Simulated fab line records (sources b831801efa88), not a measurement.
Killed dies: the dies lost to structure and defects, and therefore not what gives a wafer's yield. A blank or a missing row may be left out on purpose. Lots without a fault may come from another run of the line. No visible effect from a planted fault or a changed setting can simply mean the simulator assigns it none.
Chamber matching + flow gf180mcu + GF_V5_CMP_26 on cmp-02 has 4 sister chambers
The step polishes, stops on SiO2, t overpolish 15 s, target thk 0 nm. 4 wafers are shown with their chamber, then 8 later ones without.

## WAFERS PAIRED WITH THEIR CHAMBERS
| wafer  | chamber | motor current A (A) |
|--------|---------|---------------------|
| L731.1 | 1       | 15.2                |
| L732.6 | 0       | 11.8                |
| L734.5 | 3       | 9.7                 |
| L735.1 | 2       | 11.2                |

## WAFERS WITHOUT THEIR CHAMBER
| wafer  | motor current A (A) |
|--------|---------------------|
| L735.3 | 14.9                |
| L735.6 | 11.6                |
| L736.1 | 11.5                |
| L736.2 | 9.8                 |
| L736.4 | 15.0                |
| L737.1 | 12.0                |
| L737.2 | 9.4                 |
| L737.6 | 12.1                |

## THE CHAMBER EACH PASSED THROUGH
| wafer  | from the rows above     | in truth                   |
|--------|-------------------------|----------------------------|
| L735.3 | 1                       | 1                          |
| L735.6 | can't be placed: 0 or 2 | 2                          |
| L736.1 | can't be placed: 0 or 2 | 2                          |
| L736.2 | 3                       | 3                          |
| L736.4 | 1                       | 1                          |
| L737.1 | 0                       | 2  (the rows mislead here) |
| L737.2 | 3                       | 3                          |
| L737.6 | 0                       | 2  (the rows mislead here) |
Correct placement for 4 of the 8. These rows do not allow placing 2 (true chamber among the candidates in 2). Number placed wrongly: 2.
How it was worked out, from the rows above alone: a wafer's distance from a chamber is the root of the sum, over the readings, of the square of ((its reading less the chamber's mean) divided by the reading's scatter). The wafer belongs to the nearest chamber; if the next one is less than 2 further off, it can't be placed. The mean given for a chamber averages the wafers shown for that chamber. The scatter: root of mean squared gap, hidden wafer to nearest shown wafer, with one shown wafer a chamber.
